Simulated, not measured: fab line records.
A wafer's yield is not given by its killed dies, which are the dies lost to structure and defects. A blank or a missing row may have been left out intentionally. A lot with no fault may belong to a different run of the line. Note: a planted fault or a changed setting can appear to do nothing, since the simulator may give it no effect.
fab line records ; flow sky130
record lots=13; wafers=39; last_day=50
route steps=708 shown CONTACT@425 VIA1@479 VIA2@509 METAL4@634
lots with no fault: from the same line, run without faults
start_h: hours from the record's opening day to when the first of the lot's shown wafers began ; wait_h: hours elapsed since this lot's preceding step ; " same as the row above ; L1.1+2: a single row standing in for several wafers ; - no value present, or no start provided ; * or withheld: withheld ; < > ~ a bound
route shown NAME@n: names a module that has steps shown in the file, with the first one's number in the route ; usual: mean/standard deviation of fault-free wafers ; same: alike in all rows ; chamber/n: place in a boat ; sites: the reading at each site ; _std_site: the values' standard deviation ; _edge_site: outer sites' mean less inner sites' ; radius_mm: how far each site lies from the wafer's centre ; mask NAME#n: copy n ; behind: the tool/chamber that last shaped the wafer ; hold: why the lot went on hold/how many hours it stayed there/how the hold came to an end ; device: transistor that didn't switch, given as n, p or np ; end of line: the tests these same wafers got at the end of their route ; a step with no rows: only its recipe ; killed: dies lost to structure and defects at the first sort, not the wafer's yield ; map: shows each die of a wafer: x if killed, . if not, _ if none is there
set.NAME: the setting that was run; set.NAME@STEP: the one run at that earlier step ; model.NAME: the simulator's own value behind a step, which no gauge read
route steps across a sampled set of lots; one table per step, one row per wafer
services: from which hour (start_h, from the record's first day; less than 0 if before it) a tool's chamber was out of use, for how many hours, and why
## steps
# step SKY_CONTACT_STRIP_19
# recipe chemistry=O2/N2; power_w=1400; pressure_mtorr=1500; platen_temp_c=withheld; o2_flow_sccm=3000; n2_flow_sccm=300; overash_fraction=0.5
# usual drypump_motor_current_A=6.00/0.28; oes_product_au=0.380/0.0053; strip_time_to_endpoint_s=3.60/0.049
lot.wafer;tool;chamber;start_h;wait_h;drypump_motor_current_A;oes_product_au;rf_hours_counter_h;strip_time_to_endpoint_s
L136.1;plasma_asher-01;1;736.83;-;6.20;0.392;87;3.65
L136.2;plasma_asher-01;0;736.83;-;6.16;0.387;87;3.55
L136.3;plasma_asher-01;1;736.83;-;6.19;0.383;-;3.69
L137.1;plasma_asher-02;1;742.81;-;6.24;0.370;0;3.51
L137.2;plasma_asher-02;0;742.81;-;5.99;0.377;0;3.65
L137.6;plasma_asher-02;0;742.81;-;5.99;0.376;-;3.63
L139.2;plasma_asher-01;1;759.90;-;6.22;0.375;89;3.55
L139.3;plasma_asher-01;0;759.90;-;6.18;0.389;-;3.64
L139.4;plasma_asher-01;1;759.90;-;6.22;0.380;-;3.65
L140.1;plasma_asher-03;0;776.63;-;6.17;0.390;34;3.65
L140.3;plasma_asher-03;0;776.63;-;6.16;0.376;-;3.55
L140.6;plasma_asher-03;1;776.63;-;5.51;0.382;-;3.56
L141.3;plasma_asher-02;0;783.86;-;5.95;0.371;-;3.50
L141.4;plasma_asher-02;1;783.86;-;6.25;0.385;-;3.64
L141.6;plasma_asher-02;0;783.86;-;5.96;0.371;-;3.53
L142.3;plasma_asher-03;0;785.16;-;6.17;0.378;-;3.65
L142.5;plasma_asher-03;1;785.16;-;5.50;0.391;-;3.70
L142.6;plasma_asher-03;0;785.16;-;6.17;0.379;-;3.55
L146.2;plasma_asher-03;1;806.66;-;5.55;0.383;37;3.66
L146.3;plasma_asher-03;1;806.66;-;5.51;0.372;-;3.62
L146.5;plasma_asher-03;1;806.66;-;5.51;0.380;-;3.61
L151.1;plasma_asher-03;0;848.58;-;6.15;0.381;42;3.66
L151.3;plasma_asher-03;0;848.58;-;6.15;0.376;-;3.56
L151.4;plasma_asher-03;1;848.58;-;5.48;0.376;-;3.55
L152.1;plasma_asher-02;1;857.77;-;6.24;0.379;13;3.61
L152.2;plasma_asher-02;0;857.77;-;6.00;0.383;13;3.68
L152.5;plasma_asher-02;1;857.77;-;6.23;0.381;-;3.67
L154.1;plasma_asher-02;1;873.87;-;6.25;0.373;14;3.64
L154.4;plasma_asher-02;0;873.87;-;6.03;0.378;-;3.58
L154.5;plasma_asher-02;1;873.87;-;6.24;0.381;-;3.63
L157.1;plasma_asher-03;0;896.38;-;6.16;0.383;47;3.68
L157.3;plasma_asher-03;0;896.38;-;6.15;0.381;-;3.59
L157.6;plasma_asher-03;0;896.38;-;6.15;0.389;-;3.67
L158.1;plasma_asher-03;0;897.67;-;6.17;0.372;47;3.59
L158.4;plasma_asher-03;0;897.67;-;6.14;0.377;-;3.70
L158.6;plasma_asher-03;0;897.67;-;6.16;0.376;-;3.60
L159.1;plasma_asher-01;1;905.97;-;6.21;0.377;101;3.56
L159.3;plasma_asher-01;0;905.97;-;6.10;0.382;-;3.66
L159.6;plasma_asher-01;0;905.97;-;6.14;0.383;-;3.61
# step SKY_VIA1_CVD_21
# recipe material=W; target_thk_nm=270; time_s=80.902; temp_c=400; pressure_torr=40
# usual heater_power_w=878/130
lot.wafer;tool;chamber;start_h;wait_h;heater_power_w
L136.1;cvd_w-01;1;793.51;0.0;1020
L136.2;cvd_w-01;0;793.51;0.0;749
L136.3;cvd_w-01;1;793.51;0.0;1008
L137.1;cvd_w-02;1;799.67;0.0;782
L137.2;cvd_w-02;0;799.67;0.0;930
L137.6;cvd_w-02;1;799.67;0.0;781
L139.2;cvd_w-01;1;817.95;0.0;1044
L139.3;cvd_w-01;1;817.95;0.0;1036
L139.4;cvd_w-01;0;817.95;0.0;753
L140.1;cvd_w-01;0;833.51;0.0;757
L140.3;cvd_w-01;1;833.51;0.0;1031
L140.6;cvd_w-01;0;833.51;0.0;753
L141.3;cvd_w-02;0;840.15;0.1;970
L141.4;cvd_w-02;1;840.15;0.1;786
L141.6;cvd_w-02;1;840.15;0.1;786
L142.3;cvd_w-01;1;842.23;0.1;1045
L142.5;cvd_w-01;1;842.23;0.1;1099
L142.6;cvd_w-01;0;842.23;0.1;730
L146.2;cvd_w-02;1;862.98;0.0;794
L146.3;cvd_w-02;1;862.98;0.0;769
L146.5;cvd_w-02;1;862.98;0.0;777
L151.1;cvd_w-01;0;903.61;0.0;740
L151.3;cvd_w-01;1;903.61;0.0;1063
L151.4;cvd_w-01;0;903.61;0.0;744
L152.1;cvd_w-01;0;913.56;0.0;744
L152.2;cvd_w-01;1;913.56;0.0;1040
L152.5;cvd_w-01;1;913.56;0.0;1032
L154.1;cvd_w-01;0;927.03;0.0;738
L154.4;cvd_w-01;0;927.03;0.0;756
L154.5;cvd_w-01;0;927.03;0.0;736
L157.1;cvd_w-01;1;949.02;0.0;1060
L157.3;cvd_w-01;1;949.02;0.0;1069
L157.6;cvd_w-01;0;949.02;0.0;757
L158.1;cvd_w-02;0;951.21;0.0;916
L158.4;cvd_w-02;0;951.21;0.0;924
L158.6;cvd_w-02;1;951.21;0.0;761
L159.1;cvd_w-01;1;958.86;0.0;1032
L159.3;cvd_w-01;1;958.86;0.0;1063
L159.6;cvd_w-01;1;958.86;0.0;1058
# step SKY_VIA2_CMP_02
# recipe material=SiO2; down_force_psi=4; platen_rpm=60; pad_velocity_m_s=0.94248
# usual motor_current_A=12.3/0.86
lot.wafer;tool;chamber;start_h;wait_h;motor_current_A
L136.1;cmp-01;2;821.97;0.1;12.9
L136.2;cmp-01;0;821.97;0.1;11.3
L136.3;cmp-01;1;821.97;0.1;12.6
L137.2;cmp-01;1;827.94;0.1;12.9
L137.1;cmp-01;2;827.94;0.1;13.1
L137.6;cmp-01;1;827.94;0.1;11.9
L139.4;cmp-02;2;846.34;0.0;13.4
L139.2;cmp-02;0;846.34;0.0;12.5
L139.3;cmp-02;1;846.34;0.0;10.7
L140.3;cmp-02;3;861.59;0.0;11.8
L140.1;cmp-02;1;861.59;0.0;10.4
L140.6;cmp-02;3;861.59;0.0;11.9
L141.3;cmp-01;1;867.55;0.0;12.8
L141.4;cmp-01;2;867.55;0.0;12.8
L141.6;cmp-01;2;867.55;0.0;12.1
L142.3;cmp-02;2;869.79;0.0;13.7
L142.6;cmp-02;2;869.79;0.0;13.7
L142.5;cmp-02;3;869.79;0.0;12.2
L146.3;cmp-01;1;891.00;0.0;12.6
L146.2;cmp-01;2;891.00;0.0;13.0
L146.5;cmp-01;1;891.00;0.0;13.3
L151.3;cmp-01;2;930.24;0.1;12.4
L151.1;cmp-01;3;930.24;0.1;12.3
L151.4;cmp-01;0;930.24;0.1;11.7
L152.1;cmp-02;2;939.74;0.1;14.2
L152.2;cmp-02;3;939.74;0.1;12.3
L152.5;cmp-02;0;939.74;0.1;11.7
L154.1;cmp-01;2;954.01;0.1;12.4
L154.4;cmp-01;3;954.01;0.1;13.3
L154.5;cmp-01;1;954.01;0.1;12.8
L157.3;cmp-01;1;975.01;0.5;12.5
L157.1;cmp-01;3;975.01;0.5;12.7
L157.6;cmp-01;0;975.01;0.5;11.4
L158.4;cmp-01;2;977.05;0.0;12.9
L158.1;cmp-01;3;977.05;0.0;12.1
L158.6;cmp-01;2;977.05;0.0;13.1
L159.1;cmp-02;1;984.69;0.1;10.3
L159.3;cmp-02;2;984.69;0.1;13.2
L159.6;cmp-02;1;984.69;0.1;9.6
# step SKY_METAL4_METAL_ETCH_18
# recipe target_depth_a=8450; stop_on=SiO2; over_etch_frac=0.3; time_s=183.1; chemistry=Cl2/BCl3; resist_sidewall_deg=88; pressure_mtorr=10; icp_w=900; bias_w=48.5; Cl2_flow_sccm=60; bcl3_flow_sccm=30
# usual drypump_motor_current_A=5.5/0.34; oes_product_au=0.867/0.0069; throttle_valve_pct=22.263/0.0091
lot.wafer;tool;chamber;start_h;wait_h;drypump_motor_current_A;oes_product_au;rf_hours_counter_h;throttle_valve_pct
L136.1;rie_metal-02;1;980.31;0.0;5.3;0.872;10;22.262
L136.2;rie_metal-02;0;980.31;0.0;5.7;0.863;17;22.247
L136.3;rie_metal-02;0;980.31;0.0;5.8;0.864;-;22.263
L137.1;rie_metal-01;0;985.10;0.0;6.2;0.879;15;22.275
L137.2;rie_metal-01;1;985.10;0.0;5.0;0.864;16;22.265
L137.6;rie_metal-01;0;985.10;0.0;6.2;0.873;-;22.272
L139.2;rie_metal-02;1;1001.22;0.1;5.3;0.864;-;22.267
L139.3;rie_metal-02;1;1001.22;0.1;5.3;0.875;-;22.268
L139.4;rie_metal-02;1;1001.22;0.1;5.3;0.869;-;22.263
L140.1;rie_metal-02;1;1014.75;0.0;5.3;0.871;13;22.261
L140.3;rie_metal-02;1;1014.75;0.0;5.3;0.857;-;22.267
L140.6;rie_metal-02;1;1014.75;0.0;5.3;0.871;-;22.273
L141.3;rie_metal-01;1;1020.42;0.1;5.0;0.867;-;22.288
L141.4;rie_metal-01;0;1020.42;0.1;6.2;0.870;-;22.258
L141.6;rie_metal-01;0;1020.42;0.1;6.2;0.862;-;22.263
L142.3;rie_metal-04;0;1021.57;0.1;5.5;0.861;-;22.264
L142.5;rie_metal-04;1;1021.57;0.1;5.4;0.860;-;22.248
L142.6;rie_metal-04;0;1021.57;0.1;5.5;0.870;-;22.263
L146.2;rie_metal-02;1;1041.40;0.0;5.3;0.882;14;22.257
L146.3;rie_metal-02;1;1041.40;0.0;5.3;0.875;-;22.271
L146.5;rie_metal-02;0;1041.40;0.0;5.8;0.814;-;22.254
L151.1;rie_metal-04;0;1075.61;0.0;5.5;0.867;13;22.268
L151.3;rie_metal-04;0;1075.61;0.0;5.5;0.862;-;22.266
L151.4;rie_metal-04;1;1075.61;0.0;5.5;0.874;-;22.254
L152.1;rie_metal-01;1;1081.34;0.0;5.0;0.872;22;22.282
L152.2;rie_metal-01;0;1081.34;0.0;6.2;0.870;21;22.272
L152.5;rie_metal-01;0;1081.34;0.0;6.2;0.876;-;22.263
L154.1;rie_metal-01;0;1094.60;0.0;6.2;0.872;21;22.261
L154.4;rie_metal-01;1;1094.60;0.0;5.0;0.873;-;22.263
L154.5;rie_metal-01;0;1094.60;0.0;6.1;0.866;-;22.259
L157.1;rie_metal-01;1;1112.88;0.0;5.1;0.874;24;22.252
L157.3;rie_metal-01;1;1112.88;0.0;5.1;0.869;-;22.260
L157.6;rie_metal-01;0;1112.88;0.0;6.2;0.869;-;22.255
L158.1;rie_metal-04;0;1115.72;0.0;5.5;0.862;16;22.276
L158.4;rie_metal-04;1;1115.72;0.0;5.5;0.866;-;22.259
L158.6;rie_metal-04;0;1115.72;0.0;5.5;0.865;-;22.259
L159.1;rie_metal-04;0;1120.63;0.0;5.5;0.876;17;22.277
L159.3;rie_metal-04;0;1120.63;0.0;5.5;0.852;-;22.247
L159.6;rie_metal-04;1;1120.63;0.0;5.5;0.864;-;22.254
# step SKY_METAL4_STRIP_19
# recipe chemistry=O2/N2; power_w=1400; pressure_mtorr=1500; platen_temp_c=withheld; o2_flow_sccm=3000; n2_flow_sccm=300; overash_fraction=0.5
# usual drypump_motor_current_A=6.03/0.21; oes_product_au=0.501/0.0061; strip_time_to_endpoint_s=6.52/0.094
lot.wafer;tool;chamber;start_h;wait_h;drypump_motor_current_A;oes_product_au;rf_hours_counter_h;strip_time_to_endpoint_s
L136.1;plasma_asher-04;0;980.49;0.1;6.10;0.502;88;6.50
L136.2;plasma_asher-04;1;980.49;0.1;5.66;0.497;88;6.42
L136.3;plasma_asher-04;1;980.49;0.1;5.65;0.498;-;6.44
L137.1;plasma_asher-04;0;985.27;0.1;6.11;0.499;89;6.46
L137.2;plasma_asher-04;1;985.27;0.1;5.64;0.507;89;6.56
L137.6;plasma_asher-04;1;985.27;0.1;5.66;0.492;-;6.44
L139.2;plasma_asher-04;1;1001.52;0.2;5.67;0.504;90;6.55
L139.3;plasma_asher-04;1;1001.52;0.2;5.66;0.510;-;6.61
L139.4;plasma_asher-04;0;1001.52;0.2;6.07;0.508;-;6.58
L140.1;plasma_asher-01;1;1014.98;0.2;6.23;0.506;113;6.67
L140.3;plasma_asher-01;0;1014.98;0.2;6.13;0.509;-;6.62
L140.6;plasma_asher-01;0;1014.98;0.2;6.11;0.505;-;6.65
L141.3;plasma_asher-04;1;1020.58;0.1;5.65;0.501;-;6.58
L141.4;plasma_asher-04;0;1020.58;0.1;6.09;0.497;-;6.58
L141.6;plasma_asher-04;0;1020.58;0.1;6.09;0.506;-;6.59
L142.3;plasma_asher-02;1;1021.73;0.1;6.25;0.508;-;6.59
L142.5;plasma_asher-02;1;1021.73;0.1;6.24;0.500;-;6.39
L142.6;plasma_asher-02;0;1021.73;0.1;6.02;0.505;-;6.55
L146.2;plasma_asher-02;1;1041.57;0.1;6.24;0.511;32;6.63
L146.3;plasma_asher-02;0;1041.57;0.1;5.97;0.511;-;6.62
L146.5;plasma_asher-02;0;1041.57;0.1;5.99;0.566;-;8.09
L151.1;plasma_asher-04;0;1075.79;0.1;6.06;0.503;98;6.60
L151.3;plasma_asher-04;0;1075.79;0.1;6.06;0.506;-;6.58
L151.4;plasma_asher-04;1;1075.79;0.1;5.64;0.494;-;6.43
L152.1;plasma_asher-01;0;1081.52;0.1;6.16;0.494;2;6.39
L152.2;plasma_asher-01;1;1081.52;0.1;6.23;0.498;2;6.36
L152.5;plasma_asher-01;1;1081.52;0.1;6.22;0.500;-;6.40
L154.1;plasma_asher-01;1;1094.77;0.1;6.25;0.501;3;6.51
L154.4;plasma_asher-01;0;1094.77;0.1;6.07;0.510;-;6.53
L154.5;plasma_asher-01;0;1094.77;0.1;6.08;0.496;-;6.48
L157.1;plasma_asher-02;0;1113.06;0.1;6.00;0.499;39;6.49
L157.3;plasma_asher-02;0;1113.06;0.1;6.01;0.503;-;6.53
L157.6;plasma_asher-02;1;1113.06;0.1;6.27;0.496;-;6.41
L158.1;plasma_asher-02;1;1115.89;0.1;6.25;0.510;40;6.60
L158.4;plasma_asher-02;1;1115.89;0.1;6.25;0.500;-;6.47
L158.6;plasma_asher-02;1;1115.89;0.1;6.24;0.509;-;6.56
L159.1;plasma_asher-04;1;1120.81;0.1;5.65;0.492;102;6.44
L159.3;plasma_asher-04;0;1120.81;0.1;6.07;0.495;-;6.38
L159.6;plasma_asher-04;1;1120.81;0.1;5.66;0.494;-;6.34
## services
tool;chamber;start_h;hours;kind
plasma_asher-01;-;714.01;3.3;repair
plasma_asher-02;-;717.47;2.9;repair
plasma_asher-02;-;719.44;5.1;repair
plasma_asher-01;-;720.72;15.6;pm
plasma_asher-02;-;733.75;9.0;pm
plasma_asher-02;-;743.34;0.6;repair
plasma_asher-02;-;770.84;3.6;repair
plasma_asher-01;-;787.19;28.1;pm
cmp-01;-;822.69;1.9;repair
plasma_asher-01;-;833.94;0.9;repair
cvd_w-01;-;845.21;0.7;repair
plasma_asher-01;-;847.46;3.7;repair
plasma_asher-04;-;848.80;3.8;repair
cmp-01;-;873.27;15.6;repair
cmp-01;-;911.38;0.5;repair
cmp-01;-;913.04;4.0;pm
cvd_w-01;1;921.26;8.4;repair
cmp-01;-;986.98;2.6;repair
cmp-01;-;1019.07;2.2;repair
cvd_w-01;-;1033.14;1.9;repair
cmp-01;-;1047.98;1.9;repair
cmp-01;-;1073.81;6.7;pm
cmp-01;-;1108.87;0.3;repair
cvd_w-01;-;1114.81;2.8;repair
## key
first_sign step=SKY_METAL4_METAL_ETCH_18; reading=oes_product_au; direction=down; sigmas=7.7; usual=0.867; struck=0.814
effect step=SKY_METAL4_STRIP_19; reading=strip_time_to_endpoint_s; direction=up; sigmas=17; usual=*; struck=*
met_at SKY_METAL4_METAL_ETCH_18
struck_lots L146
struck_wafers L146.5
later_rows_left_out L146.5
sort_left_out L146.5
not_acting_at SKY_CONTACT_STRIP_19,SKY_VIA1_CVD_21,SKY_VIA2_CMP_02
onset_between 1014.75 1041.40
fault kind=process_parameter_drift; tool=rie_metal-02; chamber=-; onset_h=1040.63; steps=SKY_METAL4_METAL_ETCH_18; channel=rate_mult; offset=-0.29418; shape=step; end_h=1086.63; scope=struck_wafers_only
# sort_left_out: the simulated sort isn't trusted on such a fault, so these wafers' sort isn't shown, and their yield isn't known
# later_rows_left_out: the simulator's readings of these wafers behind a module that went badly wrong aren't trusted and aren't shown, but for the sort
